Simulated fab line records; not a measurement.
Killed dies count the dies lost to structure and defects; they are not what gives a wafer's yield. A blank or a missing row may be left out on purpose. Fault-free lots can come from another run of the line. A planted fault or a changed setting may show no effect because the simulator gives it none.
A struck lot beside a sound one | flow sky130 | 14 steps out of a route of 708
Sound: these wafers, L200.1, L200.4, L200.6. Wafers L208.1, L208.3, L208.5 were the ones struck. At the end, the cause is stated.
Order at every step that has rows: each side's tool, ch and its chambers, its first start. Under that, the readings that differ: sound wafers | struck wafers | difference of the means | sigmas: that difference in standard deviations of wafers without a fault.
alike: a reading whose means differ by less than 2 such deviations, as well as words and numbers matching on both sides. not compared: withheld readings; readings where some wafer has no value; bounds like >300 that might hide an equal value; numbers whose values overlap and for which the record gives no deviation.
The two part at a step that has a row with sigmas, a row that says differs or no value, or rows on one side only. When numbers do not overlap yet have no deviation, they are printed without sigmas and do not part them. A reading missing from all wafers of one side parts the sides only when that side holds two or more wafers.

first, 7 steps without rows for these wafers: SKY_PAD_OPEN_DEHYDRATE_00 (time 60 s); SKY_PAD_OPEN_HMDS_01 (prime time 60 s); SKY_PAD_OPEN_COAT_02 (resist thk 3000 nm); SKY_PAD_OPEN_SOFTBAKE_03; SKY_PAD_OPEN_EXPOSE_04 (exposes mask PDM, target cd 60000 nm); SKY_PAD_OPEN_PEB_05; SKY_PAD_OPEN_DEVELOP_06 (develop time 60 s).
SKY_PAD_OPEN_ETCH_07: etches the open film in CF4/O2, stops on AlCu, target depth 725 nm, time 161.1 s.
  sound on rieDiel-02 ch 0,3, day 46 23:03; struck on rieDiel-03 ch 0,2,3, day 49 03:09
  alike: cf4FlowSccm, drypumpMotorCurrentA, oesProductAu, throttleValvePct
  not compared: rfHoursCounterH
SKY_PAD_OPEN_STRIP_08: strips in O2/N2.
  sound on plasmaAsher-02 ch 0,1, day 46 23:09; struck on plasmaAsher-02 ch 0,1, day 49 03:15
  alike: drypumpMotorCurrentA, n2FlowSccm, oesProductAu
  not compared: rfHoursCounterH
then, 3 steps without rows for these wafers: SKY_PAD_OPEN_STRIP_09 (strips in post etch residue remover, time 1200 s); SKY_PAD_OPEN_CLEAN_10 (cleans in IPA, time 180 s); SKY_PAD_OPEN_CLEAN_11 (cleans in O3/DIW).
SKY_PAD_OPEN_ANNEAL_12:
  sound on furnace-01 ch 0, day 46 23:44; struck on furnace-01 ch 0, day 49 03:51
reading                | sound                | struck               | difference | sigmas
spikeTcCentreC (C)     | 400.3 398.9 399.1    | 396.7 397.6 397.3    | -2.2       | -2
spikeTcLowerC (C)      | 400.1 399.7 401.0    | 396.8 396.4 396.9    | -3.6       | -4
spikeTcUpperC (C)      | 399.7 398.8 398.2    | 396.9 396.0 396.4    | -2.5       | -3
tubeCenterTempC (C)    | 400.02 399.96 400.01 | 397.21 397.25 397.23 | -2.77      | -77
tube_center_temp_C_max | 401.17 401.24 400.78 | 398.03 398.13 398.09 | -2.98      | -19
  alike: zonePowerCentrePct, zonePowerTopPct
SKY_PAD_OPEN_BOW_MEAS_13:
  sound on filmMetro-01 at day 47 01:14; struck on filmMetro-03 at day 49 05:21
  alike: PAD_OPEN_BOW

WHERE THEY PART
At SKY_PAD_OPEN_ANNEAL_12 and nowhere else, as far as this record goes. Later steps at which nothing parts them and some readings are alike: SKY_PAD_OPEN_BOW_MEAS_13.

WHY: what had been put in by the simulator
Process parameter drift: furnace-01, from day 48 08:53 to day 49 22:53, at SKY_PAD_OPEN_ANNEAL_12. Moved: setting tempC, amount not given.
